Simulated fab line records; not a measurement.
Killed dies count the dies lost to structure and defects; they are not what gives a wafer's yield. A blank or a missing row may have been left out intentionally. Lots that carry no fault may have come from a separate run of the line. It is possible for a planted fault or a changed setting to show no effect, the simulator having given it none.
The tool behind it: which one? | flow sky130 | route of 708 steps, sampled at 1 step: 6 lots, 18 wafers

## WHAT THE GAUGES SHOWED, per wafer
SKY_NWELL_THK_MEAS_02.
lot  | measured    | on            | NWELL_OXIDATION_THK (nm)
L391 | day 3 10:12 | film metro-02 | 9.74 9.80 9.87
L393 | day 3 14:20 | film metro-02 | 10.29 10.26 10.26
L397 | day 4 12:31 | film metro-03 | 9.99 10.02 9.97
L399 | day 4 17:49 | film metro-03 | 10.36 10.20 10.34
L403 | day 5 16:24 | film metro-04 | 9.91 9.91 9.88
L410 | day 7 07:25 | film metro-02 | 10.06 10.12 10.07

## TOOL THAT RAN EACH LOT (tool first, then ch and the chambers of the sampled wafers, then the start)
The record shows no process step preceding these readings.

## THE ANSWER, worked out from the rows above alone
Rule: usual is defined by the lots themselves. Put in order of their means at a reading, lots are off if they are a third of the lots or fewer, leave a main group of 4 or more, and stand apart from it by a gap of 3 or more times the standard deviation of the main group's means; of several such gaps the widest counts. Not used: any main group whose means are identical at the precision the tables above print for the reading. A lot without any number at a reading at which 4 lots or more have one is off too. Where the step has rows for the other lots, those lots are counted as sound.
Nothing can be told from this: no lot is off at any reading shown.

## WHAT THE SIMULATOR PUT IN
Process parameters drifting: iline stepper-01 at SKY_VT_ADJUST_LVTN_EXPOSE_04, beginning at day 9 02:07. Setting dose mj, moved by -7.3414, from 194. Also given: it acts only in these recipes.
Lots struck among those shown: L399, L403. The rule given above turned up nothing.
